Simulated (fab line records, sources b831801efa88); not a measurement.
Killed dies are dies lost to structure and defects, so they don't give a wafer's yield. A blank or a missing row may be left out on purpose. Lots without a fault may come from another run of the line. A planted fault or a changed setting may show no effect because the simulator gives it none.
A struck lot beside a sound one | flow sky130 | 15 steps out of a route of 708
Sound: wafers L747.3, L747.5, L747.6. Struck: wafer L757.4. (L757.1, L757.3 of the same lot were not struck and are left out.) The cause comes at the end.
At each step with rows: each side's tool, then ch and its chambers, then its first start. Under that, the readings that differ: sound wafers | struck wafers | difference of the means | sigmas: that difference in standard deviations of wafers without a fault.
alike: readings whose means differ by less than 2 such deviations, and words and numbers that are the same on both sides. not compared: withheld readings, readings that some wafer has no value for, bounds like >300 that may hide the same value, and numbers for which the record gives no deviation and whose values overlap.
The two part at a step that has a row with sigmas, a row that says differs or no value, or rows on one side only. Numbers that don't overlap but have no deviation are shown without sigmas and don't part them. A reading that every wafer of one side lacks parts them only if that side has two wafers or more.

first, 4 steps without rows for these wafers: SKY_LDD_P_SOFTBAKE_03 (time 60 s); SKY_LDD_P_EXPOSE_04 (exposes mask PSDM, target cd 380 nm); SKY_LDD_P_PEB_05; SKY_LDD_P_DEVELOP_06 (develop time 60 s).
SKY_LDD_P_CD_MEAS_07: target cd 380 nm.
  sound on cd_sem-02, day 22 13:55; struck on cd_sem-01, day 26 09:28
  alike: cd_nm
SKY_LDD_P_OVL_MEAS_08:
  sound on overlay-01, day 22 14:00; struck on overlay-01, day 26 09:35
  alike: LDD_P_OVL
then, 1 step without rows for these wafers: SKY_LDD_P_IMPLANT_09.
SKY_LDD_P_STRIP_10: strips in O2/N2.
  sound on plasma_asher-03 ch 0,1, day 22 14:13; struck on plasma_asher-04 ch 1, day 26 09:47
  reading                     | sound          | struck | difference | sigmas
  drypump_motor_current_A (A) | 6.1 5.8 6.2    | 5.0    | -1.0       | -2
  o2_flow_sccm (sccm)         | 2997 2993 3006 | 3019   | +20        | +2
  alike: oes_product_au, strip_time_to_endpoint_s
  not compared: rf_hours_counter_h
SKY_LDD_P_TW_MEAS_11:
  sound on film_metro-03, day 22 14:18; struck on film_metro-03, day 26 09:53
  alike: LDD_P_TW
then, 3 steps without rows for these wafers: SKY_LDD_HVN_DEHYDRATE_00 (time 60 s); SKY_LDD_HVN_HMDS_01 (prime time 60 s); SKY_LDD_HVN_COAT_02 (resist thk 300 nm).
SKY_LDD_HVN_SOFTBAKE_03: time 60 s.
  sound on litho_track-01 ch 0, day 23 05:33; struck on litho_track-02 ch 0, day 27 00:40
  reading                  | sound             | struck | difference | sigmas
  heater_power_total_W (W) | 56.57 56.60 56.68 | 58.12  | +1.50      | +38
  run_length_s (s)         | 89.04 89.05 89.18 | 84.84  | -4.25      | -24
then, 1 step without rows for these wafers: SKY_LDD_HVN_EXPOSE_04 (exposes mask HVNTM, target cd 700 nm).
-- the record jumps here: 23 days lie between the struck wafers' starts before and after (it left off in module LDD_HVN and takes up again in module PAD_OPEN, whose first step shown is number 708 of the route) --
SKY_PAD_OPEN_PROBE_99:
  sound on prober-02, day 48 03:39; struck on prober-02, day 50 11:01
  alike: killed_at_M0_to_M3, killed_at_M4_up, killed_at_contacts, killed_at_front_end, killed_at_other, killed_dies, killed_open, killed_short

WHERE THEY PART
First at SKY_LDD_P_STRIP_10; last, within this record, at SKY_LDD_HVN_SOFTBAKE_03. Later steps at which nothing parts them and some readings are alike: SKY_PAD_OPEN_PROBE_99.

WHY: what the simulator had put in
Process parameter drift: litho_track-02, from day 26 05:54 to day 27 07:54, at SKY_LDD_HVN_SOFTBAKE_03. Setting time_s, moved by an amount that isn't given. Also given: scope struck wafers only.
